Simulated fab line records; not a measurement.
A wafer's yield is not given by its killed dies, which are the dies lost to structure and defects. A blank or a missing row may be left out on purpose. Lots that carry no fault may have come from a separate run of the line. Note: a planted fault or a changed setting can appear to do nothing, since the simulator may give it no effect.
fab line records	flow gf180mcu
[record] lots = 13	wafers = 39	lastDay = 34
route steps=602 shown LVPWELL@56 V1@350 M4@462
lots with no fault: from the same line, run without faults
startH: the number of hours between the record's first day and the start of the first shown wafer of the lot	waitH: how many hours have passed since the lot's step before this one	" identical to the entry in the row above	L1.1+2: one row covering several wafers at once	- no value, or no start was given	* or withheld: withheld	< > ~ a bound
route shown NAME@n: names a module that has steps shown in the file, with the first one's number in the route	usual: mean and standard deviation over wafers with no fault	same: alike in all rows	chamber/n: place in a boat	sites: each site's reading	_std_site: their standard deviation	_edge_site: mean of outer sites minus mean of inner sites	radiusMm: how far each site lies from the wafer's centre	mask NAME#n: copy n	behind: tool/chamber where the wafer was last shaped	hold: why the lot was held/for how many hours/how that ended	device: the transistor (n, p or np) that didn't switch	end of line: the same wafers' tests at the end of the route	step lacking rows: just its recipe	killed: dies that structure and defects cost at the first sort, which is not the same as the wafer's yield	map: dies across one wafer; x = killed, . = not, _ = none there
set.NAME: setting as actually run; set.NAME@STEP: the setting as run at that earlier step	model.NAME: the simulator's own value behind a step, which no gauge read
steps of the route over a sample of lots; a table a step, a row a wafer
services: the hour from which a tool's chamber was out of use, counted from the record's first day as startH (under 0 if before that day), plus the number of hours and why
[[steps]]
[step GF_LVPWELL_COAT_02]
[recipe] spinRpm = 2000	resistThkNm = 3000
[usual] chillPlateTempC = 23.01/0.12
lot.wafer	tool	chamber	startH	waitH	chillPlateTempC
L768.1	lithoTrack-02	0	61.34	0.1	22.86
L768.2	"	0	"	"	23.00
L768.6	"	0	"	"	23.02
L771.1	lithoTrack-02	0	79.04	0.1	23.11
L771.4	"	0	"	"	22.97
L771.5	"	0	"	"	22.94
L772.1	lithoTrack-04	0	83.69	0.1	22.94
L772.3	"	0	"	"	23.05
L772.4	"	0	"	"	23.03
L773.3	lithoTrack-04	0	89.89	0.1	23.29
L773.5	"	0	"	"	23.15
L773.6	"	0	"	"	22.98
L776.1	lithoTrack-04	0	104.64	0.1	22.94
L776.3	"	0	"	"	22.75
L776.5	"	0	"	"	23.03
L777.2	lithoTrack-03	0	114.06	0.1	23.20
L777.3	"	0	"	"	23.16
L777.5	"	0	"	"	23.11
L785.1	lithoTrack-02	0	157.49	0.1	23.00
L785.3	"	0	"	"	22.96
L785.4	"	0	"	"	22.89
L786.1	lithoTrack-03	0	162.49	0.1	23.16
L786.4	"	0	"	"	23.28
L786.6	"	0	"	"	23.22
L787.4	lithoTrack-03	0	167.01	0.1	23.08
L787.5	"	0	"	"	23.03
L787.6	"	0	"	"	23.18
L788.1	lithoTrack-02	0	173.49	0.1	22.98
L788.5	"	0	"	"	23.01
L788.6	"	0	"	"	23.16
L789.1	lithoTrack-03	0	180.14	0.1	23.06
L789.3	"	0	"	"	23.05
L789.6	"	0	"	"	23.06
L790.2	lithoTrack-04	0	184.91	0.1	22.92
L790.5	"	0	"	"	23.03
L790.6	"	0	"	"	22.85
L791.1	lithoTrack-04	0	189.64	0.1	23.09
L791.3	"	0	"	"	22.84
L791.4	"	0	"	"	23.08
[step GF_LVPWELL_STRIP_10]
[recipe] chemistry = O2/N2	powerW = 1400	pressureMtorr = 1500	platenTempC = 250	o2FlowSccm = 3000	n2FlowSccm = 300	overashFraction = 0.5
[usual] drypumpMotorCurrentA = 6.0/0.49	heaterPowerW = 322/11	oesProductAu = 0.722/0.0045	stripTimeToEndpointS = 37.00/0.096
lot.wafer	tool	chamber	startH	waitH	drypumpMotorCurrentA	heaterPowerW	oesProductAu	rfHoursCounterH	stripTimeToEndpointS
L768.1	plasmaAsher-02	1	68.03	0.1	6.4	299	0.720	27	37.08
L768.2	"	0	"	"	5.8	315	0.723	27	37.04
L768.6	"	1	"	"	6.4	321	0.728	-	37.14
L771.1	plasmaAsher-04	0	86.27	0.1	5.8	341	0.718	42	36.95
L771.4	"	0	"	"	5.8	345	0.720	-	37.09
L771.5	"	1	"	"	5.9	330	0.720	-	37.06
L772.1	plasmaAsher-04	1	91.47	0.1	5.9	317	0.718	43	36.96
L772.3	"	0	"	"	5.8	335	0.721	-	37.06
L772.4	"	1	"	"	5.9	325	0.721	-	36.97
L773.3	plasmaAsher-04	1	97.66	0.1	5.9	322	0.718	-	35.30
L773.5	"	0	"	"	5.8	342	0.718	-	35.46
L773.6	"	1	"	"	5.9	327	0.728	-	35.29
L776.1	plasmaAsher-04	0	112.52	0.1	5.8	344	0.717	46	35.24
L776.3	"	1	"	"	5.9	327	0.725	-	35.35
L776.5	"	1	"	"	5.9	325	0.716	-	35.34
L777.2	plasmaAsher-02	0	122.12	0.1	5.7	312	0.734	34	36.92
L777.3	"	0	"	"	5.7	304	0.728	-	37.00
L777.5	"	1	"	"	6.5	314	0.718	-	37.00
L785.1	plasmaAsher-04	1	166.27	0.1	5.9	321	0.712	51	37.01
L785.3	"	0	"	"	5.8	334	0.727	-	36.94
L785.4	"	1	"	"	5.9	315	0.719	-	37.12
L786.1	plasmaAsher-01	1	171.27	0.1	5.3	319	0.715	5	36.97
L786.4	"	1	"	"	5.3	319	0.711	-	37.04
L786.6	"	1	"	"	5.3	315	0.718	-	37.06
L787.4	plasmaAsher-01	0	175.96	0.1	6.7	325	0.717	-	37.01
L787.5	"	1	"	"	5.3	312	0.727	-	36.98
L787.6	"	0	"	"	6.7	325	0.719	-	36.97
L788.1	plasmaAsher-04	1	182.67	0.1	5.9	322	0.715	53	37.01
L788.5	"	1	"	"	5.9	320	0.725	-	37.04
L788.6	"	0	"	"	5.8	342	0.725	-	37.15
L789.1	plasmaAsher-01	0	189.57	0.1	6.8	329	0.725	7	37.00
L789.3	"	1	"	"	5.3	327	0.723	-	36.95
L789.6	"	0	"	"	6.8	324	0.722	-	36.99
L790.2	plasmaAsher-02	0	193.72	0.1	5.7	308	0.724	41	36.91
L790.5	"	1	"	"	6.5	320	0.731	-	37.00
L790.6	"	0	"	"	5.7	311	0.721	-	37.00
L791.1	plasmaAsher-02	1	198.77	0.1	6.5	316	0.728	41	37.02
L791.3	"	1	"	"	6.5	317	0.716	-	37.02
L791.4	"	0	"	"	5.8	317	0.719	-	36.95
[step GF_V1_OVL_MEAS_15]
[usual] V1_OVL = -1/5.6
lot.wafer	tool	chamber	startH	waitH	V1_OVL[nm]
L768.1	overlay-02	-	407.80	0.1	-9
L768.2	"	-	"	"	1
L768.6	"	-	"	"	1
L771.1	overlay-01	-	439.80	0.1	9
L771.4	"	-	"	"	0
L771.5	"	-	"	"	5
L772.1	overlay-02	-	445.50	0.1	-4
L772.3	"	-	"	"	7
L772.4	"	-	"	"	-9
L773.3	overlay-01	-	459.61	0.1	-12
L773.5	"	-	"	"	-8
L773.6	"	-	"	"	5
L776.1	overlay-02	-	487.10	0.1	0
L776.3	"	-	"	"	1
L776.5	"	-	"	"	-2
L777.2	overlay-02	-	500.21	0.1	4
L777.3	"	-	"	"	5
L777.5	"	-	"	"	-2
L785.1	overlay-01	-	560.95	0.1	-10
L785.3	"	-	"	"	-11
L785.4	"	-	"	"	-9
L786.1	overlay-02	-	568.45	0.1	4
L786.4	"	-	"	"	6
L786.6	"	-	"	"	3
L787.4	overlay-01	-	576.72	0.1	-6
L787.5	"	-	"	"	-2
L787.6	"	-	"	"	-10
L788.1	overlay-02	-	584.55	0.1	-3
L788.5	"	-	"	"	0
L788.6	"	-	"	"	0
L789.1	overlay-01	-	592.00	0.1	-11
L789.3	"	-	"	"	-7
L789.6	"	-	"	"	-8
L790.2	overlay-01	-	599.26	0.1	6
L790.5	"	-	"	"	10
L790.6	"	-	"	"	2
L791.1	overlay-02	-	602.70	0.1	-8
L791.3	"	-	"	"	-1
L791.4	"	-	"	"	-5
[step GF_V1_CMP_26]
[recipe] stopOn = SiO2	downForcePsi = 3.5	platenRpm = 60	tOverpolishS = 15	targetThkNm = 0	padVelocityMS = 0.94248
[usual] edgeZonePressureFrac = 1.000/0.0049	motorCurrentA = 10.4/1	overpolishRunS = 14.999/0.009	platenRpm = 60.00/0.042	timeToEndpointS = 82.2/2.4
lot.wafer	tool	chamber	startH	waitH	edgeZonePressureFrac	motorCurrentA	overpolishRunS	platenRpm	timeToEndpointS
L768.2	cmp-02	3	409.04	0.1	0.990	10.0	14.993	60.09	83.8
L768.1	"	0	"	"	1.008	10.7	15.009	60.02	86.3
L768.6	"	3	"	"	1.009	10.5	14.985	60.02	84.2
L771.1	cmp-02	2	440.98	0.1	1.010	8.6	15.006	60.01	79.0
L771.4	"	0	"	"	0.997	10.2	14.999	59.99	83.6
L771.5	"	2	"	"	1.001	9.4	14.986	60.04	77.7
L772.4	cmp-01	0	446.63	0.0	1.001	10.8	14.997	60.04	79.4
L772.3	"	1	"	"	1.003	11.3	14.998	59.95	85.8
L772.1	"	2	"	"	0.983	12.2	14.984	60.04	81.4
L773.3	cmp-01	3	460.74	0.1	1.009	8.6	15.003	60.01	83.2
L773.6	"	2	"	"	0.999	12.3	14.995	59.98	80.7
L773.5	"	3	"	"	1.004	8.9	15.010	59.99	85.4
L776.1	cmp-02	0	488.27	0.1	1.006	11.0	15.008	59.99	80.9
L776.3	"	2	"	"	1.007	9.1	15.001	59.93	82.1
L776.5	"	0	"	"	1.004	11.2	14.998	60.01	86.8
L777.3	cmp-02	3	501.31	0.0	0.998	9.8	14.975	60.05	82.2
L777.2	"	0	"	"	1.008	11.1	15.000	59.95	83.0
L777.5	"	0	"	"	0.994	10.5	14.999	60.03	81.3
L785.3	cmp-02	0	562.04	0.0	1.003	11.0	15.018	60.00	83.5
L785.4	"	2	"	"	0.999	9.1	15.004	60.04	79.6
L785.1	"	3	"	"	0.996	10.6	14.992	60.02	81.1
L786.1	cmp-02	3	569.54	0.1	1.000	10.4	15.004	59.94	84.8
L786.4	"	1	"	"	1.005	10.0	15.007	60.07	80.7
L786.6	"	3	"	"	0.998	10.1	15.006	60.06	82.7
L787.4	cmp-02	3	577.82	0.0	1.005	10.7	14.991	60.03	82.9
L787.6	"	3	"	"	0.998	10.3	15.000	60.00	83.9
L787.5	"	0	"	"	1.003	11.3	15.005	59.91	82.5
L788.1	cmp-01	3	585.71	0.1	0.996	8.9	15.001	60.03	85.3
L788.6	"	2	"	"	0.997	12.6	14.995	59.95	81.2
L788.5	"	3	"	"	1.008	8.7	15.015	59.97	83.1
L789.1	cmp-02	0	593.20	0.1	0.998	11.2	14.997	60.09	81.9
L789.3	"	1	"	"	1.001	10.9	14.992	60.02	78.4
L789.6	"	0	"	"	1.009	10.7	15.002	59.96	81.8
L790.2	cmp-02	2	600.50	0.2	1.000	9.1	14.998	60.04	79.2
L790.5	"	3	"	"	0.998	10.3	14.990	59.99	84.2
L790.6	"	0	"	"	1.003	11.2	15.002	60.00	82.5
L791.4	cmp-02	1	603.93	0.1	1.005	11.1	15.013	60.03	81.9
L791.1	"	2	"	"	0.996	9.4	14.995	59.95	81.9
L791.3	"	3	"	"	0.992	9.8	15.003	59.98	84.1
[step GF_M4_THK_MEAS_06]
[recipe] thkMeasGauge = xrf	reads = AlCu_of_M4_SPUTTER_02
[usual] M4_ALCU_THK = 452/5.4
lot.wafer	tool	chamber	startH	waitH	M4_ALCU_THK[nm]
L768.1	filmMetro-04	-	511.33	0.1	443
L768.2	"	-	"	"	445
L768.6	"	-	"	"	446
L771.1	filmMetro-04	-	542.29	0.1	447
L771.4	"	-	"	"	451
L771.5	"	-	"	"	447
L772.1	filmMetro-04	-	547.99	0.1	451
L772.3	"	-	"	"	454
L772.4	"	-	"	"	453
L773.3	filmMetro-02	-	560.95	0.1	443
L773.5	"	-	"	"	449
L773.6	"	-	"	"	451
L776.1	filmMetro-02	-	585.48	0.1	458
L776.3	"	-	"	"	455
L776.5	"	-	"	"	456
L777.2	filmMetro-02	-	597.50	0.1	454
L777.3	"	-	"	"	454
L777.5	"	-	"	"	455
L785.1	filmMetro-01	-	651.58	0.1	444
L785.3	"	-	"	"	440
L785.4	"	-	"	"	442
L786.1	filmMetro-01	-	658.28	0.1	452
L786.4	"	-	"	"	452
L786.6	"	-	"	"	449
L787.4	filmMetro-02	-	667.05	0.1	458
L787.5	"	-	"	"	458
L787.6	"	-	"	"	460
L788.1	filmMetro-04	-	673.80	0.1	455
L788.5	"	-	"	"	457
L788.6	"	-	"	"	451
L789.1	filmMetro-04	-	680.25	0.1	443
L789.3	"	-	"	"	444
L789.6	"	-	"	"	443
L790.2	filmMetro-01	-	687.00	0.1	445
L790.5	"	-	"	"	451
L790.6	"	-	"	"	448
L791.1	filmMetro-01	-	688.49	0.1	452
L791.3	"	-	"	"	451
L791.4	"	-	"	"	450
[[services]]
tool	chamber	startH	hours	kind
cmp-02	-	44.09	0.3	repair
plasmaAsher-01	-	53.30	3.2	repair
cmp-02	-	64.00	4.0	pm
plasmaAsher-01	-	95.89	14.6	pm
plasmaAsher-01	-	110.49	9.0	pm
cmp-02	-	114.43	3.7	repair
plasmaAsher-01	-	119.49	2.8	pm
cmp-02	-	123.11	0.3	repair
plasmaAsher-02	-	129.47	6.4	repair
cmp-01	-	157.51	3.8	pm
cmp-02	-	187.13	4.4	repair
cmp-02	-	193.57	0.5	repair
cmp-02	-	229.15	16.3	pm
plasmaAsher-04	-	314.75	27.0	pm
cmp-02	-	384.67	3.9	pm
cmp-02	-	404.00	4.0	pm
plasmaAsher-04	-	421.25	9.0	pm
plasmaAsher-02	-	462.13	1.7	repair
cmp-02	-	499.91	1.3	repair
plasmaAsher-04	-	501.03	2.8	pm
plasmaAsher-04	-	534.77	1.6	repair
plasmaAsher-04	-	578.57	4.7	repair
cmp-02	-	584.31	2.5	repair
plasmaAsher-02	-	603.01	1.0	repair
[[key]]
[firstSign] step = GF_LVPWELL_STRIP_10	reading = stripTimeToEndpointS	direction = down	sigmas = 17	usual = *	struck = *
effect none on later readings
metAt GF_LVPWELL_COAT_02
struckLots L773,L776
testerLeftOut L773,L776
notActingAt GF_V1_OVL_MEAS_15,GF_V1_CMP_26,GF_M4_THK_MEAS_06
onsetBetween 83.69 89.89
[fault] kind = processParameterDrift	tool = lithoTrack-04	chamber = -	onsetH = 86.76	steps = GF_LVPWELL_COAT_02	channel = resistThkNm	offset = *	shape = step	endH = 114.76	actsIn = *	stated = *
// testerLeftOut: of these lots the tester's yield and bins aren't shown, on N5 and GAA mostly nor the transistor test; their killed dies are dies lost to structure and defects alone, not to doping, threshold or leakage, so they don't give the yield
